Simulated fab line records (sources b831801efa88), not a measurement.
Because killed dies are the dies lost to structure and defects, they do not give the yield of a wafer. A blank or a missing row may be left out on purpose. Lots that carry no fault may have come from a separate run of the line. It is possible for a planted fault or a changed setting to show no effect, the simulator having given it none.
Chamber matching | flow gf180mcu | pecvd-01 running GF_CONTACT_CVD_02: 3 sister chambers
The step deposits SiO2 from TEOS, target thk 860 nm, time 95.992 s. 3 wafers are shown with their chamber, then 8 later ones without.

== WAFERS, EACH WITH ITS CHAMBER ==
wafer  | chamber | heaterPowerW (W)
L597.5 | 2       | 594
L600.6 | 0       | 608
L602.1 | 1       | 554

== WAFERS WHOSE CHAMBER IS MISSING ==
wafer  | heaterPowerW (W)
L602.3 | 719
L602.4 | 593
L606.1 | 609
L606.3 | 602
L606.4 | 661
L608.3 | 551
L608.4 | 582
L608.5 | 583

== THE CHAMBER EACH PASSED THROUGH ==
wafer  | from the rows above          | in truth
L602.3 | can't be placed: 0 or 2 or 1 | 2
L602.4 | can't be placed: 2 or 0 or 1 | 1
L606.1 | can't be placed: 0 or 2 or 1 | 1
L606.3 | can't be placed: 0 or 2 or 1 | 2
L606.4 | can't be placed: 0 or 2 or 1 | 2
L608.3 | can't be placed: 1 or 2 or 0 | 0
L608.4 | can't be placed: 2 or 0 or 1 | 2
L608.5 | can't be placed: 2 or 0 or 1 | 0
0 of 8 placed correctly. Not placeable from these rows: 8 (in 8, the candidates include the true chamber). Wrongly placed: 0.
How it was worked out, from the rows above alone: a wafer's distance from a chamber is the root of the sum, over the readings, of the square of ((its reading less the chamber's mean) divided by the reading's scatter). If the next closest chamber is less than 2 further off than the closest, the wafer can't be placed; otherwise it belongs to the closest. For every chamber, the mean is computed from those of its wafers that are shown. The scatter (one wafer shown for each chamber): square how far every hidden wafer sits from the nearest shown wafer, average those squares and take the square root.
